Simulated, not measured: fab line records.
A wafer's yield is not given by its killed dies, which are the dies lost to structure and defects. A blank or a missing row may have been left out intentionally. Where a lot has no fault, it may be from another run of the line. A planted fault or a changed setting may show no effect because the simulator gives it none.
Problem report, 8D (eight disciplines) form, completed by code || flow sfq line || the parts of the form that need people (team, actions taken, sign-off) are left out

== 1. THE ISSUE ==
Wafers with no fault read 592.6 W with a standard deviation of 2.8, whereas rf fwd power W at SFQ_TRILAYER_M2_BARC_OPEN_METAL_ETCH_077 reads a mean of 837.3 W on 1 wafer of 1 lot. Measured from the usual mean, that is +87 standard deviations.
The step: etches BARC in O2, target depth 125 nm, time 41.7 s.
Earliest sighting: wafer L775.1 on rie metal-01 at day 37 03:26. The record holds 15 wafers of 5 lots with a number at this step. Rule for "out", or "out of limits": more than 4 standard deviations from the usual mean. All remaining wafers that have a number are taken as sound.

== 2. WHAT THIS IS AND IS NOT ==
{"question": "which readings at this step", "is": "rf fwd power W", "is not": "drypump motor current A, oes product au"}
{"question": "which lots", "is": "L775", "is not": "L758, L759, L772, L779"}
{"question": "which wafers of those lots", "is": "L775.1", "is not": "L775.2, L775.4"}
{"question": "read on which tools", "is": "rie metal-01", "is not": "rie metal-02"}
{"question": "when", "is": "from day 37 03:26", "is not": "up to then (11 sound wafers); but 3 sound wafers of L779 came after"}

== 3. WHAT RULES OUT EACH SUSPECT ==
Counting: if a tool at a process step up to the reading ran every lot that is out, it stays a suspect. Sound lots after the first of them don't rule it out here, since some wafers of a struck lot are sound.
- pvd sputter-03 at SFQ_TRILAYER_M2_DEP_SPUTTER_055 (material Nb, target thk 200 nm, time 133.3 s): kept. It ran the lot that is out, L775 (day 31 03:12); its last sound lot up to then is L772 (day 30 18:48).
- rie metal-01 at SFQ_TRILAYER_M2_BARC_OPEN_METAL_ETCH_077 (etches BARC in O2, target depth 125 nm, time 41.7 s): kept. It ran the lot that is out, L775 (day 37 03:26); its last sound lot up to then is L772 (day 36 21:26). Its own rf fwd power W readings are out on those wafers.
- Within rie metal-01 at SFQ_TRILAYER_M2_BARC_OPEN_METAL_ETCH_077: the wafers that are out ran in chamber 1; their sound lot-mates ran in chamber 0.
Remaining after the count are pvd sputter-03 at SFQ_TRILAYER_M2_DEP_SPUTTER_055 and rie metal-01 at SFQ_TRILAYER_M2_BARC_OPEN_METAL_ETCH_077.

== 4. THE CAUSE (what the simulator had put in) ==
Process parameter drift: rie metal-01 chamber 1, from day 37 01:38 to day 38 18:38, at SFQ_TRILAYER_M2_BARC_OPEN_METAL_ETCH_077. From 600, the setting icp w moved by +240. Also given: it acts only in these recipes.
This tool is one of the 2 suspects left after counting.

== 5. SEQUENCE OF EFFECTS, ordered by route ==
Each row: a reading whose mean over the struck wafers that have a number lies more than 3 standard deviations from the usual. Only readings whose record carries a usual standard deviation are examined. hours: median over the lots of the time between each lot's start at the first step of this table that gives one and its start at this step. sigmas: the change, counted in usual standard deviations.
{"hours": 0, "step": "SFQ_TRILAYER_M2_BARC_OPEN_METAL_ETCH_077", "reading": "rf fwd power W", "usual": "592.6 W", "on struck wafers": 837.3, "change": "+244.7", "sigmas": "+87"}
The process steps in it:
- SFQ_TRILAYER_M2_BARC_OPEN_METAL_ETCH_077: etches BARC in O2, target depth 125 nm, time 41.7 s.

== 6. HOW IT WOULD HAVE BEEN CAUGHT EARLIER ==
2 hours passed between the start of the fault at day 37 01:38 and the first reading out of limits in this record, taken at day 37 03:26.
